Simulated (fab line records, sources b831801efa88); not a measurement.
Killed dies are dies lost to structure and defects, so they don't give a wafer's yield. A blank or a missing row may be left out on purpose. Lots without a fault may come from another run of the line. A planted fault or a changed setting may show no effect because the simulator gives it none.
One fault seen from 2 desks | flow sky130 | each desk has only its own numbers; what lay behind them comes last

THE METROLOGY DESK
What the gauges read, lot by lot, whatever tool the lot ran on: means of the sampled wafers that have a number. A lot is out of limits, marked OUT, if its mean lies more than 4 standard deviations from the usual mean; the brackets give that distance.
Columns: A = LOCAL_INTERCONNECT_TIN_RS at SKY_LOCAL_INTERCONNECT_RS_MEAS_01, usual 14.17 ohm/sq; B = VIA1_BOW at SKY_VIA1_BOW_MEAS_03, usual 79 um
lot  | first seen here | A     | B
L804 | day 29 13:31    | 14.17 | 80
L806 | day 30 08:02    | 14.27 | 83
L810 | day 32 13:07    | 14.09 | 78
L811 | day 33 05:19    | 14.15 | 80
L816 | day 33 19:38    | 14.09 | 79
L818 | day 34 12:20    | 14.15 | 74
L819 | day 34 16:00    | 14.19 | 87
L820 | day 35 11:02    | 14.18 | 75
L821 | day 35 12:38    | 14.45 | 71
L822 | day 35 14:00    | 14.02 | 94
L823 | day 35 21:41    | 14.16 | 73
L824 | day 36 05:54    | 14.14 | 73
L825 | day 36 16:31    | 14.15 | 78
This desk's finding: nothing out of limits on any of the 13 lots.

THE TOOL OWNER'S DESK: litho_track-01
The tool's own readings at SKY_LDD_P_SOFTBAKE_03 (time 60 s): means of the sampled wafers that have a number, for each lot that ran on this tool. A lot is out of limits, marked OUT, if its mean lies more than 4 standard deviations from the usual mean; the brackets give that distance.
Columns: A = heater_power_total_W at SKY_LDD_P_SOFTBAKE_03, usual 56.60 W; B = run_length_s at SKY_LDD_P_SOFTBAKE_03, usual 89.26 s
lot  | first seen here | A                       | B
L804 | day 18 18:13    | 56.53                   | 89.33
L810 | day 22 04:19    | 62.97 (+99 or more) OUT | 73.01 (-60) OUT
L811 | day 22 11:31    | 63.00 (+99 or more) OUT | 73.07 (-60) OUT
L821 | day 25 10:01    | 56.61                   | 89.24
L822 | day 25 11:16    | 56.63                   | 89.29
This desk's finding: out of limits on L810, L811; first on L810, day 22 04:19 (heater_power_total_W at SKY_LDD_P_SOFTBAKE_03). In limits: L804, L821, L822.

PUT TOGETHER
The tool owner's desk could have raised an alarm at day 22 04:19, on L810, L811.
The metrology desk saw nothing out of limits.
The metrology desk has L810, L811 on record, within its limits.
Of the lots named, all ran SKY_LDD_P_SOFTBAKE_03 on litho_track-01.

WHAT THE SIMULATOR HAD PUT IN
Process parameter drift: litho_track-01, from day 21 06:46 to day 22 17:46, at SKY_LDD_P_SOFTBAKE_03. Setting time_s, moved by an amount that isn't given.
Lots struck among those shown: L810, L811.
Hours from the fault's start to each desk's first reading out of limits: the tool owner's desk, 22.
